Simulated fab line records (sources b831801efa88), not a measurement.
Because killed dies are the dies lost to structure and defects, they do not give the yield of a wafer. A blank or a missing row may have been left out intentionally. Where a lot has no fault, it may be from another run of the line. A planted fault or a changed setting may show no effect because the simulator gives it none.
fab line records	flow sky130
record: lots: 14	wafers: 42	lastDay: 50
route steps=708 shown SD_N@349 LI_CONTACT@374 PAD_OPEN@708
lots that met no fault: from a run of the same line without faults
startH: hours from the record's opening day to when the first of the lot's shown wafers began	waitH: hours since the lot's step before	" identical to the entry in the row above	L1.1+2: one row covering several wafers at once	- no value, or no start given	* or withheld: withheld	< > ~ a bound
route shown NAME@n: NAME is a module with steps in the file, n the number in the route of the first one	usual: mean and standard deviation over wafers with no fault	same: alike in all rows	chamber/n: place in a boat	sites: each site's reading	_std_site: standard deviation across them	_edge_site: outer sites' mean less inner sites'	radiusMm: how far each site lies from the wafer's centre	mask NAME#n: copy n	behind: the tool/chamber that last shaped the wafer	hold: cause of the lot's hold/its duration in hours/its outcome	device: which transistor (n, p or np) failed to switch	end of line: the route-end tests of the same wafers	for a step that has no rows: nothing shown but its recipe	killed: not the wafer's yield, but the dies lost to structure and defects at the first sort	map: the dies of a wafer, with x for killed, . for not killed, _ for no die there
set.NAME: the setting that was run; set.NAME@STEP: the one run at that earlier step	model.NAME: the simulator's own value behind a step, which no gauge read
one table for each step of the route and one row for each wafer, over a sample of lots
services: when a tool's chamber went out of use (startH, in hours from the record's first day, below 0 if earlier), for how many hours, and the reason
== steps ==
step: SKY_SD_N_CD_MEAS_07
recipe: targetCdNm: 380
usual: cdNm: 379.7/2.5
lot.wafer	tool	chamber	startH	waitH	cdNm
L797.1	cdSem-01	-	645.49	7.8	379.5
L797.2	"	-	"	"	380.3
L797.6	"	-	"	"	378.2
L796.1	cdSem-01	-	646.81	5.3	374.9
L796.3	"	-	"	"	376.7
L796.5	"	-	"	"	377.1
L798.2	cdSem-02	-	657.26	0.1	383.3
L798.5	"	-	"	"	385.3
L798.6	"	-	"	"	385.2
L799.1	cdSem-01	-	663.41	0.1	379.4
L799.4	"	-	"	"	379.8
L799.5	"	-	"	"	379.0
L800.1	cdSem-02	-	678.24	0.1	377.1
L800.2	"	-	"	"	378.6
L800.3	"	-	"	"	379.3
L801.2	cdSem-01	-	686.61	0.1	377.8
L801.5	"	-	"	"	379.3
L801.6	"	-	"	"	377.4
L802.2	cdSem-02	-	690.58	0.1	378.4
L802.3	"	-	"	"	376.1
L802.5	"	-	"	"	377.9
L804.2	cdSem-02	-	704.61	0.1	377.5
L804.3	"	-	"	"	376.5
L804.5	"	-	"	"	377.7
L806.3	cdSem-01	-	727.60	0.1	379.9
L806.5	"	-	"	"	380.1
L806.6	"	-	"	"	378.9
L807.1	cdSem-01	-	735.39	0.1	380.4
L807.2	"	-	"	"	381.1
L807.3	"	-	"	"	381.8
L811.2	cdSem-01	-	757.53	0.1	379.2
L811.4	"	-	"	"	381.1
L811.5	"	-	"	"	380.5
L813.1	cdSem-01	-	775.72	0.1	380.6
L813.2	"	-	"	"	380.7
L813.4	"	-	"	"	379.9
L819.2	cdSem-01	-	826.06	0.1	374.7
L819.3	"	-	"	"	375.5
L819.6	"	-	"	"	374.5
L818.3	cdSem-02	-	835.01	0.1	378.5
L818.5	"	-	"	"	380.0
L818.6	"	-	"	"	377.5
step: SKY_SD_N_RTA_14
recipe: tempC: 1075	timeS: 2	idleTempC: 650	rampUpCPerS: 150	rampDownCPerS: 90	ambient: N2
usual: lampPowerPct: 15.73/0.048	wafer_temp_C_max: 1078.2/1.3
same: timeS: 2
lot.wafer	tool	chamber	startH	waitH	lampPowerPct	wafer_temp_C_max
L797.1	rtpAnneal-02	0	646.16	0.0	15.64	1076.1
L797.2	"	0	"	"	15.77	1078.5
L797.6	"	0	"	"	15.79	1078.2
L796.1	rtpAnneal-01	0	647.50	0.0	15.80	1078.6
L796.3	"	0	"	"	15.73	1078.0
L796.5	"	0	"	"	15.80	1078.0
L798.2	rtpAnneal-02	0	657.92	0.0	15.69	1080.4
L798.5	"	0	"	"	15.79	1076.8
L798.6	"	0	"	"	15.74	1078.2
L799.1	rtpAnneal-01	0	664.09	0.0	15.77	1079.2
L799.4	"	0	"	"	15.75	1077.0
L799.5	"	0	"	"	15.75	1077.6
L800.1	rtpAnneal-02	0	678.91	0.0	15.70	1078.4
L800.2	"	0	"	"	15.72	1076.7
L800.3	"	0	"	"	15.71	1076.4
L801.2	rtpAnneal-01	0	687.27	0.0	15.71	1078.9
L801.5	"	0	"	"	15.79	1080.8
L801.6	"	0	"	"	15.74	1078.1
L802.2	rtpAnneal-02	0	691.24	0.0	15.70	1077.1
L802.3	"	0	"	"	15.73	1076.7
L802.5	"	0	"	"	15.72	1078.0
L804.2	rtpAnneal-02	0	705.27	0.0	15.76	1079.1
L804.3	"	0	"	"	15.67	1076.6
L804.5	"	0	"	"	15.74	1078.2
L806.3	rtpAnneal-02	0	728.25	0.0	15.77	1079.1
L806.5	"	0	"	"	15.84	1081.4
L806.6	"	0	"	"	15.66	1078.6
L807.1	rtpAnneal-01	0	736.06	0.0	15.75	1077.7
L807.2	"	0	"	"	15.73	1078.7
L807.3	"	0	"	"	15.80	1078.4
L811.2	rtpAnneal-01	0	758.19	0.0	15.73	1079.0
L811.4	"	0	"	"	15.72	1077.4
L811.5	"	0	"	"	15.70	1076.7
L813.1	rtpAnneal-01	0	776.39	0.0	15.73	1077.4
L813.2	"	0	"	"	15.75	1077.0
L813.4	"	0	"	"	15.72	1078.0
L819.2	rtpAnneal-02	0	826.72	0.0	15.68	1075.8
L819.3	"	0	"	"	15.72	1078.6
L819.6	"	0	"	"	15.67	1079.0
L818.3	rtpAnneal-01	0	835.72	0.0	15.75	1078.7
L818.5	"	0	"	"	15.65	1077.5
L818.6	"	0	"	"	15.76	1079.4
step: SKY_LI_CONTACT_CD_MEAS_12
recipe: targetCdNm: 170
usual: cdNm: 169.8/1.3
lot.wafer	tool	chamber	startH	waitH	cdNm
L797.1	cdSem-01	-	673.99	-	169.6
L797.2	"	-	"	"	170.0
L797.6	"	-	"	"	169.1
L796.1	cdSem-02	-	675.30	-	168.2
L796.3	"	-	"	"	167.9
L796.5	"	-	"	"	168.1
L798.2	cdSem-01	-	687.17	-	170.1
L798.5	"	-	"	"	171.3
L798.6	"	-	"	"	170.9
L799.1	cdSem-02	-	692.30	-	171.9
L799.4	"	-	"	"	170.9
L799.5	"	-	"	"	170.5
L800.1	cdSem-02	-	707.22	-	171.2
L800.2	"	-	"	"	170.2
L800.3	"	-	"	"	169.6
L801.2	cdSem-02	-	715.01	-	172.5
L801.5	"	-	"	"	171.6
L801.6	"	-	"	"	170.7
L802.2	cdSem-02	-	719.21	-	169.9
L802.3	"	-	"	"	169.5
L802.5	"	-	"	"	170.9
L804.2	cdSem-02	-	733.84	-	169.2
L804.3	"	-	"	"	169.6
L804.5	"	-	"	"	169.5
L806.3	cdSem-02	-	757.03	-	169.4
L806.5	"	-	"	"	170.3
L806.6	"	-	"	"	170.7
L807.1	cdSem-02	-	763.77	-	171.7
L807.2	"	-	"	"	170.6
L807.3	"	-	"	"	170.6
L811.2	cdSem-02	-	785.62	-	167.9
L811.4	"	-	"	"	169.2
L811.5	"	-	"	"	168.1
L813.1	cdSem-01	-	803.42	-	168.5
L813.2	"	-	"	"	169.6
L813.4	"	-	"	"	167.9
L819.2	cdSem-01	-	853.62	-	169.6
L819.3	"	-	"	"	168.6
L819.6	"	-	"	"	170.3
L818.3	cdSem-01	-	862.83	-	171.1
L818.5	"	-	"	"	169.8
L818.6	"	-	"	"	170.4
step: SKY_LI_CONTACT_CVD_21
recipe: material: W	targetThkNm: 400	timeS: 120.56	tempC: 400	pressureTorr: 40
usual: chamberPressureTorr: 40.01/0.083	heaterPowerW: 859/97
same: timeS: 120.56
lot.wafer	tool	chamber	startH	waitH	chamberPressureTorr	heaterPowerW
L797.1	cvdW-02	1	674.71	0.0	40.05	728
L797.2	"	0	"	"	40.12	914
L797.6	"	1	"	"	40.22	735
L796.1	cvdW-02	0	676.04	0.0	39.99	933
L796.3	"	0	"	"	40.07	917
L796.5	"	1	"	"	40.07	720
L798.2	cvdW-01	0	688.04	0.0	39.92	832
L798.5	"	0	"	"	40.04	823
L798.6	"	1	"	"	40.01	949
L799.1	cvdW-02	1	693.01	0.0	40.04	738
L799.4	"	1	"	"	39.99	708
L799.5	"	1	"	"	40.08	754
L800.1	cvdW-01	0	707.94	0.0	39.95	811
L800.2	"	1	"	"	40.09	966
L800.3	"	0	"	"	40.07	837
L801.2	cvdW-02	1	715.72	0.0	39.91	716
L801.5	"	1	"	"	39.94	732
L801.6	"	0	"	"	39.99	920
L802.2	cvdW-02	1	719.92	0.0	39.93	727
L802.3	"	1	"	"	39.98	709
L802.5	"	1	"	"	40.11	723
L804.2	cvdW-02	1	734.57	0.0	39.99	744
L804.3	"	0	"	"	40.02	900
L804.5	"	1	"	"	39.92	736
L806.3	cvdW-01	0	757.75	0.1	39.96	828
L806.5	"	1	"	"	39.98	973
L806.6	"	0	"	"	39.92	837
L807.1	cvdW-01	0	764.50	0.0	40.01	817
L807.2	"	1	"	"	40.21	983
L807.3	"	0	"	"	39.99	833
L811.2	cvdW-01	0	786.31	0.0	41.19	823
L811.4	"	1	"	"	41.23	991
L811.5	"	1	"	"	41.25	1007
L813.1	cvdW-01	0	804.14	0.0	41.29	827
L813.2	"	1	"	"	41.21	967
L813.4	"	0	"	"	41.29	853
L819.2	cvdW-02	1	854.31	0.0	40.10	739
L819.3	"	0	"	"	40.05	924
L819.6	"	0	"	"	40.02	906
L818.3	cvdW-02	0	863.55	0.1	39.86	911
L818.5	"	0	"	"	39.95	949
L818.6	"	1	"	"	40.03	742
step: SKY_PAD_OPEN_PROBE_99
usual: killed_at_M0_to_M3: 43/7.7	killed_at_M4_up: 2.9/1.9	killedAtContacts: 24/5.9	killedAtFrontEnd: 16/5.1	killedAtOther: 0.3/0.63	killedDies: 86/10	killedOpen: 47/7.6	killedShort: 39/6.8
same: grossDies: 492	killedAtBackSide: 0
lot.wafer	tool	chamber	startH	waitH	killed_at_M0_to_M3	killed_at_M4_up	killedAtContacts	killedAtFrontEnd	killedAtOther	killedDies	killedOpen	killedShort
L797.1	prober-01	-	1072.07	0.1	47	5	27	16	2	97	56	41
L797.2	prober-01	-	1072.12	0.1	47	2	30	27	1	107	61	42
L797.6	prober-01	-	1072.32	0.2	53	2	33	14	0	102	57	45
L796.1	prober-02	-	1073.20	0.1	53	2	18	19	0	92	47	45
L796.3	prober-02	-	1073.30	0.2	42	4	22	16	0	84	51	32
L796.5	prober-02	-	1073.40	0.2	35	2	18	27	0	82	40	42
L798.2	prober-01	-	1083.72	0.1	69	2	19	18	0	108	56	52
L798.5	prober-01	-	1083.87	0.2	42	4	35	22	1	104	64	40
L798.6	prober-01	-	1083.92	0.2	43	2	25	12	0	82	48	34
L799.1	prober-02	-	1085.12	0.1	43	4	19	13	0	79	39	40
L799.4	prober-02	-	1085.27	0.2	39	0	13	15	0	67	40	27
L799.5	prober-02	-	1085.32	0.2	34	2	27	22	0	85	41	44
L800.1	prober-01	-	1101.54	0.1	47	2	25	25	0	99	54	45
L800.2	prober-01	-	1101.59	0.1	66	2	27	9	1	105	57	48
L800.3	prober-01	-	1101.64	0.2	50	2	17	11	0	80	41	39
L801.2	prober-02	-	1103.24	0.1	54	2	22	12	0	90	59	31
L801.5	prober-02	-	1103.39	0.2	50	0	18	16	3	87	48	37
L801.6	prober-02	-	1103.44	0.2	51	3	17	18	0	89	50	38
L802.2	prober-01	-	1103.85	0.1	57	0	30	19	0	106	56	49
L802.3	prober-01	-	1103.90	0.2	42	4	17	12	0	75	42	33
L802.5	prober-01	-	1104.00	0.2	45	1	20	14	0	80	46	34
L804.2	prober-01	-	1119.15	0.1	53	2	22	18	0	95	57	38
L804.3	prober-01	-	1119.20	0.2	41	2	9	10	0	62	33	29
L804.5	prober-01	-	1119.30	0.2	68	2	35	13	0	118	63	55
L806.3	prober-01	-	1134.99	0.2	46	2	21	20	0	89	49	40
L806.5	prober-01	-	1135.09	0.2	44	4	28	6	0	82	45	36
L806.6	prober-01	-	1135.14	0.2	37	3	33	15	0	88	47	40
L807.1	prober-02	-	1142.03	0.1	43	2	35	16	0	96	54	42
L807.2	prober-02	-	1142.08	0.1	54	1	20	20	0	95	41	53
L807.3	prober-02	-	1142.13	0.2	45	1	18	10	1	75	45	30
L811.2	prober-02	-	1155.38	0.1	37	1	37	9	0	84	41	42
L811.4	prober-02	-	1155.48	0.2	35	3	27	14	0	79	38	41
L811.5	prober-02	-	1155.53	0.2	52	1	22	15	0	90	45	45
L813.1	prober-02	-	1164.67	0.1	27	5	22	22	1	77	40	35
L813.2	prober-02	-	1164.72	0.1	32	2	20	19	0	73	38	35
L813.4	prober-02	-	1164.82	0.2	36	2	15	16	0	69	33	34
L819.2	prober-01	-	1198.62	0.1	44	3	24	15	0	86	51	32
L819.3	prober-01	-	1198.67	0.2	56	0	16	9	0	81	51	29
L819.6	prober-01	-	1198.82	0.2	44	1	30	17	0	92	48	42
L818.3	prober-02	-	1203.16	0.2	39	4	19	18	0	80	35	45
L818.5	prober-02	-	1203.26	0.2	33	4	25	23	0	85	38	47
L818.6	prober-02	-	1203.31	0.2	31	3	25	22	0	81	46	35
killed by level:class
L797.1 CONTACT:geometricParticle:open=13 VIA1:geometricParticle:open=11 VIA3:geometricParticle:open=11 VIA2:geometricParticle:open=7 LI_CONTACT:geometricParticle:open=5 LOCAL_INTERCONNECT:geometricParticle:short=5 METAL4:geometricParticle:short=5 FIELD_ISO:geometricParticle:open=4
L797.2 CONTACT:geometricParticle:open=15 VIA1:geometricParticle:open=13 FIELD_ISO:geometricParticle:short=8 LI_CONTACT:geometricParticle:open=6 CONTACT:geometricParticle:short=6 VIA2:geometricParticle:open=6 METAL1:geometricParticle:short=5 VIA3:geometricParticle:short=5
L797.6 VIA1:geometricParticle:open=13 LOCAL_INTERCONNECT:geometricParticle:short=9 VIA3:geometricParticle:open=8 LI_CONTACT:geometricParticle:open=8 CONTACT:geometricParticle:open=8 CONTACT:geometricParticle:short=7 METAL2:geometricParticle:short=7 VIA2:geometricParticle:open=7
L796.1 CONTACT:geometricParticle:open=9 VIA2:geometricParticle:open=9 METAL1:geometricParticle:short=8 METAL2:geometricParticle:short=8 POLY_GATE:geometricParticle:open=7 VIA1:geometricParticle:short=7 POLY_GATE:geometricParticle:short=6 VIA3:geometricParticle:open=6
L796.3 VIA1:geometricParticle:open=12 CONTACT:geometricParticle:open=9 LI_CONTACT:geometricParticle:open=8 POLY_GATE:geometricParticle:short=6 POLY_GATE:geometricParticle:open=6 VIA2:geometricParticle:open=6 VIA3:geometricParticle:open=6 METAL3:geometricParticle:short=4
L796.5 POLY_GATE:geometricParticle:short=10 VIA2:geometricParticle:open=7 CONTACT:geometricParticle:open=6 VIA3:geometricParticle:open=6 FIELD_ISO:geometricParticle:short=5 VIA1:geometricParticle:open=5 LI_CONTACT:geometricParticle:open=4 LOCAL_INTERCONNECT:geometricParticle:short=4
L798.2 METAL1:geometricParticle:short=15 VIA1:geometricParticle:open=10 VIA2:geometricParticle:open=9 LI_CONTACT:geometricParticle:open=8 VIA1:geometricParticle:short=8 CONTACT:geometricParticle:open=7 FIELD_ISO:geometricParticle:open=6 VIA3:geometricParticle:short=6
L798.5 CONTACT:geometricParticle:open=14 LI_CONTACT:geometricParticle:open=12 VIA1:geometricParticle:open=10 FIELD_ISO:geometricParticle:short=7 VIA2:geometricParticle:open=7 POLY_GATE:geometricParticle:open=6 METAL1:geometricParticle:short=6 VIA1:geometricParticle:short=5
L798.6 VIA1:geometricParticle:open=13 VIA3:geometricParticle:open=9 CONTACT:geometricParticle:open=8 LI_CONTACT:geometricParticle:open=7 CONTACT:geometricParticle:short=5 LOCAL_INTERCONNECT:geometricParticle:short=4 VIA3:geometricParticle:short=4 METAL1:geometricParticle:short=3
L799.1 VIA1:geometricParticle:open=13 LI_CONTACT:geometricParticle:short=6 FIELD_ISO:geometricParticle:open=5 VIA3:geometricParticle:short=5 CONTACT:geometricParticle:open=5 METAL2:geometricParticle:short=5 CONTACT:geometricParticle:short=4 VIA2:geometricParticle:open=4
L799.4 VIA1:geometricParticle:open=8 VIA3:geometricParticle:open=6 LI_CONTACT:geometricParticle:open=6 FIELD_ISO:geometricParticle:open=5 METAL1:geometricParticle:short=5 METAL2:geometricParticle:short=5 VIA2:geometricParticle:open=4 CONTACT:geometricParticle:open=4
L799.5 FIELD_ISO:geometricParticle:open=9 LI_CONTACT:geometricParticle:open=7 CONTACT:geometricParticle:open=7 METAL2:geometricParticle:short=7 LI_CONTACT:geometricParticle:short=6 METAL1:geometricParticle:short=6 VIA3:geometricParticle:open=6 CONTACT:geometricParticle:short=4
L800.1 VIA3:geometricParticle:open=9 FIELD_ISO:geometricParticle:open=8 VIA1:geometricParticle:open=8 CONTACT:geometricParticle:open=8 POLY_GATE:geometricParticle:short=6 CONTACT:geometricParticle:short=6 VIA2:geometricParticle:open=6 LI_CONTACT:geometricParticle:open=5
L800.2 VIA1:geometricParticle:open=19 VIA2:geometricParticle:open=11 CONTACT:geometricParticle:short=10 CONTACT:geometricParticle:open=8 METAL1:geometricParticle:short=6 VIA3:geometricParticle:open=6 VIA1:geometricParticle:short=5 METAL1:geometricParticle:open=4
L800.3 VIA1:geometricParticle:open=16 VIA3:geometricParticle:open=8 VIA2:geometricParticle:open=7 LOCAL_INTERCONNECT:geometricParticle:short=5 VIA1:geometricParticle:short=5 METAL2:geometricParticle:short=4 CONTACT:geometricParticle:short=4 METAL1:geometricParticle:short=4
L801.2 VIA1:geometricParticle:open=17 CONTACT:geometricParticle:open=12 VIA3:geometricParticle:open=10 LI_CONTACT:geometricParticle:open=6 METAL2:geometricParticle:short=5 VIA2:geometricParticle:open=5 FIELD_ISO:geometricParticle:open=3 METAL1:geometricParticle:short=3
L801.5 VIA3:geometricParticle:open=12 VIA1:geometricParticle:open=10 CONTACT:geometricParticle:short=6 METAL1:geometricParticle:short=6 FIELD_ISO:geometricParticle:short=5 LI_CONTACT:geometricParticle:open=5 CONTACT:geometricParticle:open=5 VIA1:geometricParticle:short=5
L801.6 VIA1:geometricParticle:open=18 VIA2:geometricParticle:open=7 FIELD_ISO:geometricParticle:open=6 LI_CONTACT:geometricParticle:open=6 VIA3:geometricParticle:short=6 VIA1:geometricParticle:short=6 FIELD_ISO:geometricParticle:short=4 CONTACT:geometricParticle:short=4
L802.2 VIA1:geometricParticle:open=17 CONTACT:geometricParticle:open=14 METAL2:geometricParticle:short=8 FIELD_ISO:geometricParticle:short=7 VIA2:geometricParticle:open=7 CONTACT:geometricParticle:short=7 LOCAL_INTERCONNECT:geometricParticle:short=6 POLY_GATE:geometricParticle:open=4
L802.3 VIA2:geometricParticle:open=10 VIA1:geometricParticle:open=9 CONTACT:geometricParticle:open=7 METAL1:geometricParticle:short=7 CONTACT:geometricParticle:short=4 FIELD_ISO:geometricParticle:short=3 LI_CONTACT:geometricParticle:open=3 POLY_GATE:geometricParticle:open=3
L802.5 VIA1:geometricParticle:open=12 METAL1:geometricParticle:short=8 CONTACT:geometricParticle:open=7 FIELD_ISO:geometricParticle:open=6 CONTACT:geometricParticle:short=5 VIA3:geometricParticle:open=5 LI_CONTACT:geometricParticle:open=4 LOCAL_INTERCONNECT:geometricParticle:short=4
L804.2 VIA3:geometricParticle:open=14 VIA1:geometricParticle:open=10 CONTACT:geometricParticle:open=9 POLY_GATE:geometricParticle:open=8 METAL2:geometricParticle:short=6 METAL1:geometricParticle:short=5 VIA2:geometricParticle:open=5 FIELD_ISO:geometricParticle:open=4
L804.3 VIA3:geometricParticle:open=12 VIA1:geometricParticle:open=10 VIA1:geometricParticle:short=6 POLY_GATE:geometricParticle:short=5 METAL1:geometricParticle:short=4 METAL2:geometricParticle:short=4 LI_CONTACT:geometricParticle:open=3 CONTACT:geometricParticle:open=3
L804.5 VIA1:geometricParticle:open=17 METAL1:geometricParticle:short=12 CONTACT:geometricParticle:open=12 LI_CONTACT:geometricParticle:open=9 VIA3:geometricParticle:open=8 VIA1:geometricParticle:short=8 METAL2:geometricParticle:short=6 METAL2:geometricParticle:open=6
L806.3 VIA1:geometricParticle:open=9 CONTACT:geometricParticle:open=8 METAL2:geometricParticle:short=8 VIA3:geometricParticle:short=7 VIA3:geometricParticle:open=7 POLY_GATE:geometricParticle:open=6 VIA2:geometricParticle:open=5 FIELD_ISO:geometricParticle:open=4
L806.5 VIA1:geometricParticle:open=10 LI_CONTACT:geometricParticle:open=7 VIA3:geometricParticle:open=6 CONTACT:geometricParticle:open=6 CONTACT:geometricParticle:short=6 LOCAL_INTERCONNECT:geometricParticle:short=5 VIA2:geometricParticle:open=5 VIA1:geometricParticle:short=4
L806.6 VIA1:geometricParticle:open=11 CONTACT:geometricParticle:open=11 LOCAL_INTERCONNECT:geometricParticle:short=8 LI_CONTACT:geometricParticle:open=7 METAL2:geometricParticle:short=6 POLY_GATE:geometricParticle:open=5 CONTACT:geometricParticle:short=4 VIA2:geometricParticle:open=4
L807.1 VIA1:geometricParticle:open=13 CONTACT:geometricParticle:open=10 CONTACT:geometricParticle:short=9 POLY_GATE:geometricParticle:open=8 VIA2:geometricParticle:open=7 METAL2:geometricParticle:short=7 LI_CONTACT:geometricParticle:open=6 LOCAL_INTERCONNECT:geometricParticle:short=6
L807.2 VIA1:geometricParticle:open=15 METAL2:geometricParticle:short=7 POLY_GATE:geometricParticle:short=6 METAL1:geometricParticle:short=6 CONTACT:geometricParticle:short=6 VIA1:geometricParticle:short=6 VIA2:geometricParticle:short=5 LI_CONTACT:geometricParticle:open=4
L807.3 VIA1:geometricParticle:open=15 CONTACT:geometricParticle:open=10 VIA1:geometricParticle:short=8 VIA3:geometricParticle:open=7 FIELD_ISO:geometricParticle:short=4 METAL2:geometricParticle:short=3 POLY_GATE:geometricParticle:short=3 LOCAL_INTERCONNECT:geometricParticle:short=3
L811.2 CONTACT:geometricParticle:short=10 LI_CONTACT:geometricParticle:open=9 CONTACT:geometricParticle:open=8 VIA1:geometricParticle:open=8 VIA3:geometricParticle:open=6 LOCAL_INTERCONNECT:geometricParticle:short=6 METAL1:geometricParticle:short=5 VIA2:geometricParticle:open=5
L811.4 LI_CONTACT:geometricParticle:open=10 CONTACT:geometricParticle:open=7 METAL2:geometricParticle:short=7 VIA1:geometricParticle:open=6 VIA3:geometricParticle:short=5 FIELD_ISO:geometricParticle:short=4 POLY_GATE:geometricParticle:open=3 LI_CONTACT:geometricParticle:short=3
L811.5 CONTACT:geometricParticle:open=9 VIA1:geometricParticle:open=9 METAL2:geometricParticle:short=8 VIA2:geometricParticle:open=7 METAL1:geometricParticle:short=6 VIA1:geometricParticle:short=6 CONTACT:geometricParticle:short=5 POLY_GATE:geometricParticle:open=4
L813.1 FIELD_ISO:geometricParticle:open=9 CONTACT:geometricParticle:open=8 FIELD_ISO:geometricParticle:short=6 VIA1:geometricParticle:open=5 LI_CONTACT:geometricParticle:open=5 METAL4:geometricParticle:short=5 VIA2:geometricParticle:open=5 LOCAL_INTERCONNECT:geometricParticle:short=4
L813.2 FIELD_ISO:geometricParticle:short=8 FIELD_ISO:geometricParticle:open=7 CONTACT:geometricParticle:open=6 LI_CONTACT:geometricParticle:open=5 METAL1:geometricParticle:short=5 VIA1:geometricParticle:open=5 LI_CONTACT:geometricParticle:short=3 LOCAL_INTERCONNECT:geometricParticle:short=3
L813.4 VIA1:geometricParticle:open=9 VIA2:geometricParticle:open=7 CONTACT:geometricParticle:short=5 METAL1:geometricParticle:short=5 FIELD_ISO:geometricParticle:open=4 LI_CONTACT:geometricParticle:open=4 FIELD_ISO:geometricParticle:short=3 POLY_GATE:geometricParticle:short=3
L819.2 CONTACT:geometricParticle:open=11 VIA1:geometricParticle:open=10 VIA2:geometricParticle:open=7 LI_CONTACT:geometricParticle:open=6 METAL2:geometricParticle:short=6 VIA1:geometricParticle:short=5 VIA2:geometricParticle:short=5 VIA3:geometricParticle:open=5
L819.3 VIA1:geometricParticle:open=16 VIA2:geometricParticle:open=8 METAL2:geometricParticle:short=7 CONTACT:geometricParticle:open=6 VIA3:geometricParticle:open=6 VIA1:geometricParticle:short=5 METAL2:geometricParticle:open=5 METAL3:geometricParticle:short=4
L819.6 CONTACT:geometricParticle:open=10 LI_CONTACT:geometricParticle:open=9 VIA2:geometricParticle:open=9 VIA1:geometricParticle:short=8 FIELD_ISO:geometricParticle:short=7 VIA1:geometricParticle:open=7 VIA2:geometricParticle:short=6 LI_CONTACT:geometricParticle:short=5
L818.3 VIA2:geometricParticle:short=6 CONTACT:geometricParticle:open=6 METAL1:geometricParticle:short=6 POLY_GATE:geometricParticle:open=5 VIA3:geometricParticle:open=5 POLY_GATE:geometricParticle:short=4 VIA1:geometricParticle:short=4 VIA1:geometricParticle:open=4
L818.5 CONTACT:geometricParticle:short=8 POLY_GATE:geometricParticle:short=7 CONTACT:geometricParticle:open=7 LI_CONTACT:geometricParticle:open=6 VIA2:geometricParticle:open=6 FIELD_ISO:geometricParticle:short=5 METAL1:geometricParticle:short=5 VIA1:geometricParticle:short=5
L818.6 VIA1:geometricParticle:open=8 FIELD_ISO:geometricParticle:short=7 LI_CONTACT:geometricParticle:open=7 POLY_GATE:geometricParticle:open=6 VIA2:geometricParticle:open=6 VIA3:geometricParticle:open=6 LI_CONTACT:geometricParticle:short=5 CONTACT:geometricParticle:open=4
== services ==
tool	chamber	startH	hours	kind
cvdW-02	1	622.74	-	calibration
cvdW-02	1	667.97	2.4	repair
cvdW-01	-	671.34	14.6	pm
rtpAnneal-01	-	761.02	0.9	pm
== key ==
firstSign: step: SKY_LI_CONTACT_CVD_21	reading: chamberPressureTorr	direction: up	sigmas: 15	usual: 40.01	struck: 41.24
effect none on later readings
metAt SKY_LI_CONTACT_CVD_21
struckLots L811,L813
testerLeftOut L811,L813
notActingAt SKY_SD_N_CD_MEAS_07,SKY_SD_N_RTA_14,SKY_LI_CONTACT_CD_MEAS_12
onsetBetween 764.50 786.31
fault: kind: processParameterDrift	tool: cvdW-01	chamber: -	onsetH: 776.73	steps: SKY_LI_CONTACT_CVD_21	channel: pressureTorr	offset: 1.208	shape: step	endH: 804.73	actsIn: theseRecipesOnly	stated: 40
testerLeftOut: of these lots the tester's yield and bins aren't shown, on N5 and GAA mostly nor the transistor test; their killed dies are dies lost to structure and defects alone, not to doping, threshold or leakage, so they don't give the yield
